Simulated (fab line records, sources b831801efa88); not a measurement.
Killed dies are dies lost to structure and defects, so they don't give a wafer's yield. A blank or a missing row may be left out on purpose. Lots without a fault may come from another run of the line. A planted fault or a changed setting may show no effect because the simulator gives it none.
A struck lot beside a sound one | flow sky130 | 15 steps out of a route of 708
Sound: wafers L589.2, L589.3, L589.6. Struck: wafers L597.4, L597.5, L597.6. The cause comes at the end.
At each step with rows: each side's tool, then ch and its chambers, then its first start. Under that, the readings that differ: sound wafers | struck wafers | difference of the means | sigmas: that difference in standard deviations of wafers without a fault.
alike: readings whose means differ by less than 2 such deviations, and words and numbers that are the same on both sides. not compared: withheld readings, readings that some wafer has no value for, bounds like >300 that may hide the same value, and numbers for which the record gives no deviation and whose values overlap.
The two part at a step that has a row with sigmas, a row that says differs or no value, or rows on one side only. Numbers that don't overlap but have no deviation are shown without sigmas and don't part them. A reading that every wafer of one side lacks parts them only if that side has two wafers or more.

SKY_SONOS_ONO_THK_MEAS_03:
  sound on film_metro-01, day 14 06:16; struck on film_metro-01, day 17 01:11
  alike: SONOS_ONO_CVD_02_THK
then, 1 step without rows for these wafers: SKY_SONOS_ONO_CVD_04 (deposits SiO2 from SiH4/N2O, target thk 5.7199 nm).
SKY_SONOS_ONO_THK_MEAS_05:
  sound on film_metro-02, day 14 07:35; struck on film_metro-04, day 17 02:29
  alike: SONOS_ONO_CVD_04_THK
then, 7 steps without rows for these wafers: SKY_SONOS_ONO_DEHYDRATE_06 (time 60 s); SKY_SONOS_ONO_HMDS_07 (prime time 60 s); SKY_SONOS_ONO_COAT_08 (resist thk 1140 nm); SKY_SONOS_ONO_SOFTBAKE_09 (time 60 s); SKY_SONOS_ONO_EXPOSE_10 (exposes mask ONOM, target cd 410 nm); SKY_SONOS_ONO_PEB_11; SKY_SONOS_ONO_DEVELOP_12 (develop time 60 s).
SKY_SONOS_ONO_CD_MEAS_13: target cd 410 nm.
  sound on cd_sem-02, day 15 09:32; struck on cd_sem-01, day 18 06:37
  alike: cd_nm
SKY_SONOS_ONO_OVL_MEAS_14:
  sound on overlay-02, day 15 09:38; struck on overlay-01, day 18 06:41
  alike: SONOS_ONO_OVL
SKY_SONOS_ONO_ETCH_15: etches the open film in CHF3/O2, target depth 19.52 nm, time 7.8 s.
  sound on rie_diel-04 ch 1,2,3, day 15 09:40; struck on rie_diel-04 ch 0,3, day 18 06:43
  reading                               | sound             | struck            | difference | sigmas
  oes_product_au (a.u.)                 | 0.970 0.999 0.983 | 0.970 0.963 0.954 | -0.022     | -2
  rf_fwd_power_W (W)                    | 593 584 585       | 496 488 496       | -94        | -28
  model.SONOS_ONO.feature_depth_nm (nm) | 18.79 19.43 18.97 | 18.38 18.21 18.2  | -0.80      |
  model.etch.depth_nm (nm)              | 18.79 19.43 18.97 | 18.38 18.21 18.2  | -0.80      |
  alike: chamber_pressure_mTorr, drypump_motor_current_A, throttle_valve_pct
  not compared: rf_hours_counter_h
then, 1 step without rows for these wafers: SKY_SONOS_ONO_WET_ETCH_16 (etches SiO2 in dHF, target depth 14 nm, time 280 s).
SKY_PAD_OPEN_PROBE_99:
  the record has rows for the sound wafers here (prober-01, day 47 19:34) and none for the struck ones

WHERE THEY PART
First at SKY_SONOS_ONO_ETCH_15; last, within this record, at SKY_PAD_OPEN_PROBE_99.

WHY: what the simulator had put in
Process parameter drift: rie_diel-04, from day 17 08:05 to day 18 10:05, at SKY_SONOS_ONO_ETCH_15. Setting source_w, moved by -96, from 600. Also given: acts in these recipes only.
